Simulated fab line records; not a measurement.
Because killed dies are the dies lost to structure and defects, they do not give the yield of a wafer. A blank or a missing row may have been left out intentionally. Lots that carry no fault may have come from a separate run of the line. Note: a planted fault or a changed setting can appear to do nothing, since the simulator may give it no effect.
Which tool was responsible? :: flow sky130 :: 12 lots with 36 wafers sampled at 5 steps, on a route of 708 steps

WHAT THE GAUGES READ, wafer by wafer
SKY_VIA4_THK_MEAS_01.
lot: L075
measured: day 41 20:41
on: film metro-01
VIA4_HDPCVD_THK (nm): 1771 1779 1769

lot: L077
measured: day 43 03:08
on: film metro-02
VIA4_HDPCVD_THK (nm): 1768 1734 1769

lot: L079
measured: day 43 04:28
on: film metro-01
VIA4_HDPCVD_THK (nm): 1754 1772 1790

lot: L081
measured: day 44 06:32
on: film metro-01
VIA4_HDPCVD_THK (nm): 1744 1763 1785

lot: L083
measured: day 44 10:43
on: film metro-03
VIA4_HDPCVD_THK (nm): 1749 1740 1736

lot: L085
measured: day 44 21:16
on: film metro-01
VIA4_HDPCVD_THK (nm): 1776 1769 1770

lot: L087
measured: day 45 12:18
on: film metro-02
VIA4_HDPCVD_THK (nm): 1756 1765 1774

lot: L089
measured: day 45 22:29
on: film metro-03
VIA4_HDPCVD_THK (nm): 1768 1761 1772

lot: L091
measured: day 46 12:47
on: film metro-03
VIA4_HDPCVD_THK (nm): 1736 1758 1766

lot: L093
measured: day 47 04:13
on: film metro-02
VIA4_HDPCVD_THK (nm): 1752 1770 1746

lot: L095
measured: day 47 09:53
on: film metro-01
VIA4_HDPCVD_THK (nm): 1739 1751 1751

lot: L096
measured: day 48 14:23
on: film metro-02
VIA4_HDPCVD_THK (nm): 1758 1766 1776

TOOL THAT RAN EACH LOT (tool first, then ch and the chambers of the sampled wafers, then the start)
lot: L075
SKY_SPACER_ETCHBACK_02: rie diel-04 ch 1, day 23 03:07
SKY_VIA1_CMP_02: cmp-01 ch 1,3, day 32 21:39
SKY_METAL2_SPUTTER_01: pvd sputter-04, day 34 00:57
SKY_METAL3_STRIP_19: plasma asher-02 ch 0,1, day 38 14:53

lot: L077
SKY_SPACER_ETCHBACK_02: rie diel-04 ch 0,2,3, day 24 15:20
SKY_VIA1_CMP_02: cmp-02 ch 1,2,3, day 34 07:57
SKY_METAL2_SPUTTER_01: pvd sputter-01, day 35 12:26
SKY_METAL3_STRIP_19: plasma asher-02 ch 0,1, day 39 23:01

lot: L079
SKY_SPACER_ETCHBACK_02: rie diel-01 ch 0,3, day 24 18:56
SKY_VIA1_CMP_02: cmp-02 ch 0,1,2, day 34 09:14
SKY_METAL2_SPUTTER_01: pvd sputter-04, day 35 13:23
SKY_METAL3_STRIP_19: plasma asher-03 ch 0,1, day 40 00:55

lot: L081
SKY_SPACER_ETCHBACK_02: rie diel-01 ch 0,1, day 26 00:13
SKY_VIA1_CMP_02: cmp-02 ch 0,3, day 35 12:44
SKY_METAL2_SPUTTER_01: pvd sputter-01, day 36 17:23
SKY_METAL3_STRIP_19: plasma asher-02 ch 0,1, day 41 02:47

lot: L083
SKY_SPACER_ETCHBACK_02: rie diel-02 ch 0,1,3, day 26 07:04
SKY_VIA1_CMP_02: cmp-02 ch 0,1, day 35 17:23
SKY_METAL2_SPUTTER_01: pvd sputter-01, day 36 21:17
SKY_METAL3_STRIP_19: plasma asher-01 ch 0,1, day 41 06:01

lot: L085
SKY_SPACER_ETCHBACK_02: rie diel-01 ch 1,2,3, day 26 23:21
SKY_VIA1_CMP_02: cmp-02 ch 0,2,3, day 36 09:03
SKY_METAL2_SPUTTER_01: pvd sputter-01, day 37 12:53
SKY_METAL3_STRIP_19: plasma asher-03 ch 0,1, day 41 20:47

lot: L087
SKY_SPACER_ETCHBACK_02: rie diel-02 ch 1,2, day 27 14:09
SKY_VIA1_CMP_02: cmp-02 ch 1,3, day 37 01:26
SKY_METAL2_SPUTTER_01: pvd sputter-01, day 38 05:12
SKY_METAL3_STRIP_19: plasma asher-02 ch 0,1, day 42 11:29

lot: L089
SKY_SPACER_ETCHBACK_02: rie diel-02 ch 0,1,2, day 28 09:57
SKY_VIA1_CMP_02: cmp-01 ch 0,1,3, day 37 16:50
SKY_METAL2_SPUTTER_01: pvd sputter-01, day 38 20:16
SKY_METAL3_STRIP_19: plasma asher-03 ch 0, day 43 00:52

lot: L091
SKY_SPACER_ETCHBACK_02: rie diel-04 ch 0,1, day 28 23:47
SKY_VIA1_CMP_02: cmp-01 ch 0,1,2, day 38 08:28
SKY_METAL2_SPUTTER_01: pvd sputter-01, day 39 11:39
SKY_METAL3_STRIP_19: plasma asher-03 ch 0,1, day 43 14:05

lot: L093
SKY_SPACER_ETCHBACK_02: rie diel-01 ch 0,2,3, day 29 23:28
SKY_VIA1_CMP_02: cmp-02 ch 2,3, day 39 03:37
SKY_METAL2_SPUTTER_01: pvd sputter-01, day 40 05:45
SKY_METAL3_STRIP_19: plasma asher-03 ch 0,1, day 44 10:15

lot: L095
SKY_SPACER_ETCHBACK_02: rie diel-02 ch 0,1,2, day 30 09:47
SKY_VIA1_CMP_02: cmp-01 ch 0,2,3, day 39 12:35
SKY_METAL2_SPUTTER_01: pvd sputter-04, day 40 14:39
SKY_METAL3_STRIP_19: plasma asher-02 ch 0, day 44 15:22

lot: L096
SKY_SPACER_ETCHBACK_02: rie diel-02 ch 2,3, day 32 01:36
SKY_VIA1_CMP_02: cmp-01 ch 0,1,2, day 41 01:02
SKY_METAL2_SPUTTER_01: pvd sputter-01, day 42 02:28
SKY_METAL3_STRIP_19: plasma asher-02 ch 0,1, day 46 00:34
- SKY_SPACER_ETCHBACK_02: etches Si3N4 in CH3F/O2, stops on SiO2, time 46.7 s, target depth 45 nm.
- SKY_VIA1_CMP_02: polishes SiO2.
- SKY_METAL2_SPUTTER_01: material TiN, target thk 20 nm, time 16.7 s.
- SKY_METAL3_STRIP_19: strips in O2/N2.

THE ANSWER, worked out from the rows above alone
Rule: the usual values come from the lots themselves. Put in order of their means at a reading, lots are off if they are a third of the lots or fewer, leave a main group of 4 or more, and stand apart from it by a gap of 3 or more times the standard deviation of the main group's means; of several such gaps the widest counts. If all means in a main group match to the digits the tables above print for the reading, that group is not used. Also off: a lot with no number at a reading for which 4 or more lots have one. Any other lot the step has rows for is counted as sound.
No lot is off on any of the readings shown, so nothing can be concluded from this.

WHAT THE SIMULATOR HAD PUT IN
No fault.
